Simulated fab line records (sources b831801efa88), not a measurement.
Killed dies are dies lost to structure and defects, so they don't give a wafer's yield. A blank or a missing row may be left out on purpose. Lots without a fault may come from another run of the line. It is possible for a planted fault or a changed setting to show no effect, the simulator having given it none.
Matching of chambers | flow gf180mcu | rie-diel-04 running GF_PASSIVATION_ETCH_11: 4 sister chambers
The step etches the open film in CF4/O2, stops on TiN, target depth 1800 nm, time 400 s. 18 wafers are shown with their chamber, then 9 later ones without.

## WAFERS WITH THEIR CHAMBER
wafer  | chamber | drypump-motor-current-A (A) | oes-product-au (a.u.) | throttle-valve-pct (%)
L075.1 | 3       | 6.3                         | 0.959                 | 5.954
L075.5 | 3       | 6.3                         | 0.964                 | 5.948
L075.6 | 2       | 6.3                         | 0.982                 | 5.981
L076.4 | 1       | 5.2                         | 0.968                 | 5.977
L076.5 | 2       | 6.3                         | 0.975                 | 5.949
L076.6 | 1       | 5.2                         | 0.968                 | 5.963
L078.2 | 0       | 6.0                         | 0.973                 | 5.981
L078.5 | 1       | 5.3                         | 0.972                 | 5.968
L078.6 | 2       | 6.3                         | 0.977                 | 5.967
L085.1 | 3       | 6.3                         | 0.955                 | 5.954
L085.2 | 0       | 5.9                         | 0.959                 | 5.968
L085.6 | 0       | 5.9                         | 0.976                 | 5.968
L088.2 | 1       | 5.3                         | 0.964                 | 5.957
L088.5 | 0       | 6.0                         | 0.972                 | 5.971
L088.6 | 3       | 6.3                         | 0.969                 | 5.965
L091.1 | 3       | 6.3                         | 0.963                 | 5.960
L091.4 | 1       | 5.3                         | 0.966                 | 5.947
L091.6 | 2       | 6.3                         | 0.979                 | 5.956

SIGNATURES (averages over the wafers above)
reading                 | chamber 0 | chamber 1 | chamber 2 | chamber 3 | scatter within a chamber
drypump-motor-current-A | 5.950     | 5.260     | 6.300     | 6.300     | 0.0396
oes-product-au          | 0.97000   | 0.96760   | 0.97825   | 0.96200   | 0.00496
throttle-valve-pct      | 5.97200   | 5.96240   | 5.96325   | 5.95620   | 0.00992
Rule: for each reading, subtract the chamber's mean from the wafer's reading, divide by that reading's scatter and square the result; add these up over the readings and take the root, which gives the wafer's distance from the chamber. If the next closest chamber is less than 2 further off than the closest, the wafer can't be placed; otherwise it belongs to the closest. The scatter is the square root of a quotient: the sum, over the shown wafers, of each reading's squared deviation from its chamber's mean, divided by wafers minus chambers.

## WAFERS WITHOUT THEIR CHAMBER
wafer  | drypump-motor-current-A (A) | oes-product-au (a.u.) | throttle-valve-pct (%)
L092.1 | 6.3                         | 0.971                 | 5.947
L092.3 | 5.2                         | 0.966                 | 5.955
L092.6 | 6.3                         | 0.979                 | 5.954
L093.2 | 6.0                         | 0.960                 | 5.960
L093.5 | 6.4                         | 0.971                 | 5.947
L093.6 | 6.3                         | 0.978                 | 5.953
L095.2 | 5.2                         | 0.967                 | 5.955
L095.3 | 6.3                         | 0.964                 | 5.963
L095.4 | 6.0                         | 0.971                 | 5.955

## EACH ONE'S CHAMBER
wafer  | from the rows above     | in truth
L092.1 | can't be placed: 3 or 2 | 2
L092.3 | 1                       | 1
L092.6 | 2                       | 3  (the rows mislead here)
L093.2 | 0                       | 0
L093.5 | can't be placed: 3 or 2 | 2
L093.6 | 2                       | 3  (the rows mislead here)
L095.2 | 1                       | 1
L095.3 | 3                       | 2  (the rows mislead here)
L095.4 | 0                       | 0
Correctly placed: 4 of 9. Cannot be placed on the basis of these rows: 2; the candidates contain the true chamber in 2. Placed wrongly: 3.
